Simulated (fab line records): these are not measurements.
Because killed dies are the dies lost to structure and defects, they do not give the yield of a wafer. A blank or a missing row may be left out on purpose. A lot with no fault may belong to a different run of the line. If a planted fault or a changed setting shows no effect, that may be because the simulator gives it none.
Which tool did it? || flow gf180mcu || 6 lots with 18 wafers sampled at 4 steps, on a route of 602 steps

WHAT THE GAUGES READ, wafer by wafer
GF_M3_RS_MEAS_05: a four-point-probe measurement.
{"lot": "L726", "measured": "day 20 13:50", "on": "film_metro-02", "M3_ALCU_RS (ohm/sq)": "0.0691 0.0685 0.0683"}
{"lot": "L732", "measured": "day 23 01:53", "on": "film_metro-02", "M3_ALCU_RS (ohm/sq)": "0.0697 0.0712 0.0705"}
{"lot": "L735", "measured": "day 24 02:13", "on": "film_metro-02", "M3_ALCU_RS (ohm/sq)": "0.0692 0.0707 0.0701"}
{"lot": "L739", "measured": "day 25 11:13", "on": "film_metro-02", "M3_ALCU_RS (ohm/sq)": "0.0688 0.0698 0.0689"}
{"lot": "L741", "measured": "day 25 22:46", "on": "film_metro-03", "M3_ALCU_RS (ohm/sq)": "0.0691 0.0698 0.0691"}
{"lot": "L747", "measured": "day 27 16:34", "on": "film_metro-02", "M3_ALCU_RS (ohm/sq)": "0.0708 0.0699 0.0691"}

EACH LOT AND THE TOOL THAT RAN IT (in order: tool; ch and the chambers of the sampled wafers; start)
{"lot": "L726", "GF_V2_ETCH_16": "rie_diel-02 ch 0,1,3, day 20 12:16", "GF_V2_SPUTTER_22": "pvd_sputter-01, day 20 12:59", "GF_M3_SPUTTER_01": "pvd_sputter-04, day 20 13:43"}
{"lot": "L732", "GF_V2_ETCH_16": "rie_diel-01 ch 0,2, day 23 00:18", "GF_V2_SPUTTER_22": "pvd_sputter-01, day 23 01:02", "GF_M3_SPUTTER_01": "pvd_sputter-02, day 23 01:46"}
{"lot": "L735", "GF_V2_ETCH_16": "rie_diel-02 ch 0,1,2, day 24 00:38", "GF_V2_SPUTTER_22": "pvd_sputter-01, day 24 01:22", "GF_M3_SPUTTER_01": "pvd_sputter-03, day 24 02:06"}
{"lot": "L739", "GF_V2_ETCH_16": "rie_diel-02 ch 0,3, day 25 09:37", "GF_V2_SPUTTER_22": "pvd_sputter-04, day 25 10:20", "GF_M3_SPUTTER_01": "pvd_sputter-03, day 25 11:04"}
{"lot": "L741", "GF_V2_ETCH_16": "rie_diel-01 ch 0,2, day 25 21:09", "GF_V2_SPUTTER_22": "pvd_sputter-04, day 25 21:53", "GF_M3_SPUTTER_01": "pvd_sputter-03, day 25 22:37"}
{"lot": "L747", "GF_V2_ETCH_16": "rie_diel-04 ch 1,2, day 27 14:55", "GF_V2_SPUTTER_22": "pvd_sputter-04, day 27 15:40", "GF_M3_SPUTTER_01": "pvd_sputter-03, day 27 16:24"}
- GF_V2_ETCH_16: etches BARC in N2/H2.
- GF_V2_SPUTTER_22: material TiN, target thk 10 nm, time 40 s.
- GF_M3_SPUTTER_01: material TiN, target thk 30 nm, time 25 s.

THE ANSWER, worked out from the rows above alone
Rule: what is usual is taken from the lots themselves. The widest of any qualifying gaps counts: lots, ordered by their means at a reading, are off when they make up no more than a third of the lots, leave a main group of 4 or more, and stand apart from it by 3 or more times the standard deviation of that group's means. Not used: any main group whose means are identical at the precision the tables above print for the reading. Also off: a lot with no number at a reading for which 4 or more lots have one. All remaining lots with rows at the step are treated as sound.
No lot is off at any reading shown: from this, nothing can be told.

WHAT THE SIMULATOR PUT IN
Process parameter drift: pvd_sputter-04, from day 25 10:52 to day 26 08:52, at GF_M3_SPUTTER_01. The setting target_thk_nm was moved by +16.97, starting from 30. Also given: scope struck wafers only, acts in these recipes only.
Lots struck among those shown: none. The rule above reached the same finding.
